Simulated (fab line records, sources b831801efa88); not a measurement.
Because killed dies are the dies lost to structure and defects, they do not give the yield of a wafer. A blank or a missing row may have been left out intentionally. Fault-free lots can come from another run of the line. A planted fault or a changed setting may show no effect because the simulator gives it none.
Chamber matching :: flow gf180mcu :: 4 sister chambers for GF_STI_CMP_25 on cmp-02
The step polishes, stops on Si3N4, t overpolish 33 s, target thk 524.6 nm. 16 wafers are shown with their chamber, then 8 later ones without.

WAFERS WITH THEIR CHAMBER
wafer: L305.1
chamber: 0
motor-current-A (A): 12.2
time-to-endpoint-s (s): 136
edge-zone-pressure-frac: 0.999

wafer: L305.2
chamber: 3
motor-current-A (A): 9.9
time-to-endpoint-s (s): 138
edge-zone-pressure-frac: 1.003

wafer: L305.4
chamber: 2
motor-current-A (A): 12.5
time-to-endpoint-s (s): 134
edge-zone-pressure-frac: 0.998

wafer: L306.2
chamber: 0
motor-current-A (A): 11.7
time-to-endpoint-s (s): 131
edge-zone-pressure-frac: 1.002

wafer: L306.4
chamber: 2
motor-current-A (A): 12.6
time-to-endpoint-s (s): 133
edge-zone-pressure-frac: 1.003

wafer: L306.5
chamber: 1
motor-current-A (A): 12.9
time-to-endpoint-s (s): 132
edge-zone-pressure-frac: 1.002

wafer: L313.1
chamber: 3
motor-current-A (A): 9.8
time-to-endpoint-s (s): 121
edge-zone-pressure-frac: 0.994

wafer: L313.4
chamber: 1
motor-current-A (A): 12.5
time-to-endpoint-s (s): 119
edge-zone-pressure-frac: 0.999

wafer: L313.6
chamber: 2
motor-current-A (A): 12.7
time-to-endpoint-s (s): 125
edge-zone-pressure-frac: 0.996

wafer: L317.3
chamber: 2
motor-current-A (A): 12.4
time-to-endpoint-s (s): 120
edge-zone-pressure-frac: 0.997

wafer: L317.4
chamber: 1
motor-current-A (A): 12.7
time-to-endpoint-s (s): 116
edge-zone-pressure-frac: 0.994

wafer: L317.6
chamber: 2
motor-current-A (A): 12.6
time-to-endpoint-s (s): 120
edge-zone-pressure-frac: 0.997

wafer: L321.2
chamber: 3
motor-current-A (A): 10.2
time-to-endpoint-s (s): 123
edge-zone-pressure-frac: 0.997

wafer: L321.4
chamber: 2
motor-current-A (A): 12.5
time-to-endpoint-s (s): 124
edge-zone-pressure-frac: 1.007

wafer: L321.5
chamber: 1
motor-current-A (A): 13.1
time-to-endpoint-s (s): 125
edge-zone-pressure-frac: 1.002

wafer: L322.1
chamber: 2
motor-current-A (A): 12.3
time-to-endpoint-s (s): 126
edge-zone-pressure-frac: 0.996

SIGNATURES, as means of the wafers listed above
reading: motor-current-A
chamber 0: 11.950
chamber 1: 12.800
chamber 2: 12.514
chamber 3: 9.967
scatter within a chamber: 0.208

reading: time-to-endpoint-s
chamber 0: 133.50
chamber 1: 123.00
chamber 2: 126.00
chamber 3: 127.33
scatter within a chamber: 6.62

reading: edge-zone-pressure-frac
chamber 0: 1.00050
chamber 1: 0.99925
chamber 2: 0.99914
chamber 3: 0.99800
scatter within a chamber: 0.00404
Rule: a wafer lies at a distance from a chamber equal to the root of the sum of squares, over the readings, of (its reading less the chamber's mean, divided by the reading's scatter). If the next closest chamber is less than 2 further off than the closest, the wafer can't be placed; otherwise it belongs to the closest. The scatter: take each reading less its chamber's mean, square it, sum over the shown wafers, divide by the number of wafers less the number of chambers, and take the root.

WAFERS WITH NO CHAMBER GIVEN
wafer: L322.5
motor-current-A (A): 12.7
time-to-endpoint-s (s): 122
edge-zone-pressure-frac: 0.994

wafer: L322.6
motor-current-A (A): 12.4
time-to-endpoint-s (s): 124
edge-zone-pressure-frac: 0.994

wafer: L324.3
motor-current-A (A): 12.0
time-to-endpoint-s (s): 127
edge-zone-pressure-frac: 0.990

wafer: L324.4
motor-current-A (A): 11.7
time-to-endpoint-s (s): 123
edge-zone-pressure-frac: 0.996

wafer: L324.5
motor-current-A (A): 11.2
time-to-endpoint-s (s): 125
edge-zone-pressure-frac: 0.997

wafer: L325.1
motor-current-A (A): 12.9
time-to-endpoint-s (s): 125
edge-zone-pressure-frac: 0.991

wafer: L325.4
motor-current-A (A): 11.2
time-to-endpoint-s (s): 126
edge-zone-pressure-frac: 0.995

wafer: L325.5
motor-current-A (A): 12.2
time-to-endpoint-s (s): 124
edge-zone-pressure-frac: 0.997

THE CHAMBER EACH PASSED THROUGH
wafer: L322.5
from the rows above: can't be placed: 1 or 2
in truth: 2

wafer: L322.6
from the rows above: can't be placed: 2 or 1 or 0
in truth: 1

wafer: L324.3
from the rows above: can't be placed: 0 or 2 or 1
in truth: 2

wafer: L324.4
from the rows above: can't be placed: 0 or 2
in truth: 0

wafer: L324.5
from the rows above: 0
in truth: 0

wafer: L325.1
from the rows above: can't be placed: 1 or 2
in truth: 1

wafer: L325.4
from the rows above: can't be placed: 0 or 3
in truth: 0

wafer: L325.5
from the rows above: can't be placed: 2 or 0 or 1
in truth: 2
Placed correctly: 1 of 8. These rows do not allow placing 7 (true chamber among the candidates in 7). Wrongly placed: 0.
